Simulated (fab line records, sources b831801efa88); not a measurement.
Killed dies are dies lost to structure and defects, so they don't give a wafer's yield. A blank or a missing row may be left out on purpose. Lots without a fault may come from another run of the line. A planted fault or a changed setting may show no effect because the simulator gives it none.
Chamber matching | flow sky130 | SKY_VIA2_CMP_02 on cmp-02: 4 sister chambers
The step polishes SiO2. 4 wafers are shown with their chamber, then 8 later ones without.

WAFERS WITH THEIR CHAMBER
wafer  | chamber | motor_current_A (A)
L221.1 | 3       | 12.1
L229.1 | 2       | 12.0
L233.5 | 1       | 12.3
L242.3 | 0       | 11.8

WAFERS WITHOUT THEIR CHAMBER
wafer  | motor_current_A (A)
L242.4 | 12.0
L242.5 | 11.5
L243.1 | 12.3
L243.2 | 11.7
L243.4 | 12.2
L244.4 | 12.8
L244.5 | 11.7
L244.6 | 11.9

WHICH CHAMBER EACH WENT THROUGH
wafer  | from the rows above               | in truth
L242.4 | can't be placed: 2 or 3 or 0 or 1 | 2
L242.5 | can't be placed: 0 or 2 or 3      | 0
L243.1 | can't be placed: 1 or 3 or 2      | 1
L243.2 | can't be placed: 0 or 2 or 3      | 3
L243.4 | can't be placed: 3 or 1 or 2 or 0 | 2
L244.4 | can't be placed: 1 or 3 or 2      | 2
L244.5 | can't be placed: 0 or 2 or 3      | 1
L244.6 | can't be placed: 0 or 2 or 3 or 1 | 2
Placed correctly: 0 of 8. Can't be placed from these rows: 8 (the true chamber is among the candidates in 7). Placed wrongly: 0.
How it was worked out, from the rows above alone: a wafer's distance from a chamber is the root of the sum, over the readings, of the square of ((its reading less the chamber's mean) divided by the reading's scatter). The wafer belongs to the nearest chamber; if the next one is less than 2 further off, it can't be placed. A chamber's mean is the mean of its shown wafers. The scatter: with one shown wafer a chamber, the root of the mean of the squares of how far each hidden wafer lies from its nearest shown one.
